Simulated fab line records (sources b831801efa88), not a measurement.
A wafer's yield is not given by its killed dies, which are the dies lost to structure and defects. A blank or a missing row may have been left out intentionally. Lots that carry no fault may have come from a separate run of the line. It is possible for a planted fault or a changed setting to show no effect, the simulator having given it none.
Chamber matching ; flow sky130 ; pecvd-02 running SKY_CAPM_CVD_00: 3 sister chambers
The step deposits SiO2, target thk 15.5 nm. 3 wafers are shown with their chamber, then 7 later ones without.

## WAFERS, EACH WITH ITS CHAMBER
wafer;chamber;heater_power_w (W)
L343.2;2;778
L344.2;0;618
L344.4;1;677

## WAFERS WITH NO CHAMBER GIVEN
wafer;heater_power_w (W)
L344.5;875
L347.1;702
L347.5;711
L347.6;713
L351.1;814
L351.4;702
L351.5;713

## WHICH CHAMBER EACH WENT THROUGH
wafer;from the rows above;in truth
L344.5;2;2
L347.1;can't be placed: 1 or 2 or 0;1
L347.5;can't be placed: 1 or 2 or 0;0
L347.6;can't be placed: 1 or 2 or 0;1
L351.1;2;2
L351.4;can't be placed: 1 or 2 or 0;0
L351.5;can't be placed: 1 or 2 or 0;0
Correct placement for 2 of the 7. Unplaceable from these rows: 5, with the true chamber sitting among the candidates in 5. Number placed wrongly: 0.
How it was worked out, from the rows above alone: a wafer's distance from a chamber is the root of the sum, over the readings, of the square of ((its reading less the chamber's mean) divided by the reading's scatter). If the next closest chamber is less than 2 further off than the closest, the wafer can't be placed; otherwise it belongs to the closest. A chamber's mean is the mean of its shown wafers. The scatter: root of mean squared gap, hidden wafer to nearest shown wafer, with one shown wafer a chamber.
